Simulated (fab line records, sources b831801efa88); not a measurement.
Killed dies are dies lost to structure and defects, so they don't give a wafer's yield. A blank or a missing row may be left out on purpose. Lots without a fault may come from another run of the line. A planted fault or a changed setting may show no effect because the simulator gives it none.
Tool commonality check | flow gf180mcu | 11 lots, 33 wafers sampled

WHY IT WAS OPENED
At GF_V4_RS_MEAS_24 the reading V4_W_RS is flagged on 1 of 11 lots. Wafers without a fault read 0.327 ohm/sq, standard deviation 0.0039.
Rule: a lot is flagged when every wafer of it that has a number lies more than 4 standard deviations from that mean, or none has a number. The other lots count as sound.

lot  | measured     | on            | V4_W_RS (ohm/sq), wafer by wafer | flag
L239 | day 24 09:18 | film_metro-01 | 0.329 0.322 0.327                |
L242 | day 25 06:59 | film_metro-01 | 0.330 0.329 0.325                |
L243 | day 25 17:31 | film_metro-04 | 0.326 0.322 0.327                |
L246 | day 26 23:04 | film_metro-04 | 0.322 0.329 0.325                |
L248 | day 27 09:20 | film_metro-03 | 0.329 0.327 0.322                |
L250 | day 28 11:49 | film_metro-01 | 0.330 0.333 0.329                |
L253 | day 29 04:25 | film_metro-03 | 0.326 0.332 0.327                |
L255 | day 29 15:41 | film_metro-04 | 0.327 0.320 0.318                |
L258 | day 30 08:13 | film_metro-01 | 0.330 0.321 0.329                |
L259 | day 30 13:51 | film_metro-01 | 0.385 0.386 0.377                | FLAGGED
L262 | day 31 07:14 | film_metro-01 | 0.324 0.330 0.325                |
The numbers of the flagged lots are 0.383 ohm/sq on average: +0.056 ohm/sq against the usual, or +14 standard deviations.

WHICH TOOL RAN EACH LOT
The record holds 1 process step before the reading, out of a route of 602 steps. In each cell: the tool, then ch and the chambers that the sampled wafers went through, then the start.
lot  | flag    | GF_V4_CVD_23
L239 |         | cvd_w-01 ch 1, day 24 09:05
L242 |         | cvd_w-01 ch 0,1, day 25 06:53
L243 |         | cvd_w-02 ch 0,1, day 25 17:23
L246 |         | cvd_w-02 ch 0,1, day 26 22:56
L248 |         | cvd_w-02 ch 0,1, day 27 09:13
L250 |         | cvd_w-02 ch 0,1, day 28 11:42
L253 |         | cvd_w-01 ch 0,1, day 29 04:17
L255 |         | cvd_w-02 ch 0,1, day 29 15:34
L258 |         | cvd_w-02 ch 0,1, day 30 08:05
L259 | FLAGGED | cvd_w-01 ch 0,1, day 30 13:44
L262 |         | cvd_w-02 ch 0,1, day 31 07:07
What these steps do:
- GF_V4_CVD_23: deposits W, target thk 350 nm, time 104.9 s.
- GF_V4_RS_MEAS_24: measures by four-point-probe.

FLAGGED OVER TOTAL, TOOL BY TOOL (the gauges that took the reading come last)
step             | tool          | lots run | flagged | share of the flagged lots | sound lots run after its first flagged lot
GF_V4_CVD_23     | cvd_w-01      | 4        | 1       | all                       | 0
GF_V4_CVD_23     | cvd_w-02      | 7        | 0       | none                      | -
GF_V4_RS_MEAS_24 | film_metro-01 | 6        | 1       | all                       | 1 (L262)
GF_V4_RS_MEAS_24 | film_metro-03 | 2        | 0       | none                      | -
GF_V4_RS_MEAS_24 | film_metro-04 | 3        | 0       | none                      | -

WHAT THE TABLE ALLOWS
2 rows of the table ran every flagged lot: cvd_w-01 at GF_V4_CVD_23, film_metro-01 at GF_V4_RS_MEAS_24.
- cvd_w-01 at GF_V4_CVD_23: 1 of its 4 lots flagged. Its last sound lot is L253 (day 29 04:17), its first flagged lot L259 (day 30 13:44): a fault that began between those two fits. Its own readings lie more than 4 standard deviations out on every wafer of the flagged lots: chamber_pressure_Torr.
- film_metro-01 at GF_V4_RS_MEAS_24: 1 of its 6 lots flagged. Sound lots ran on it after the first flagged one (L262), which a lasting fault on the whole tool wouldn't allow.
One tool is left: cvd_w-01 at GF_V4_CVD_23.

WHAT THE SIMULATOR HAD PUT IN
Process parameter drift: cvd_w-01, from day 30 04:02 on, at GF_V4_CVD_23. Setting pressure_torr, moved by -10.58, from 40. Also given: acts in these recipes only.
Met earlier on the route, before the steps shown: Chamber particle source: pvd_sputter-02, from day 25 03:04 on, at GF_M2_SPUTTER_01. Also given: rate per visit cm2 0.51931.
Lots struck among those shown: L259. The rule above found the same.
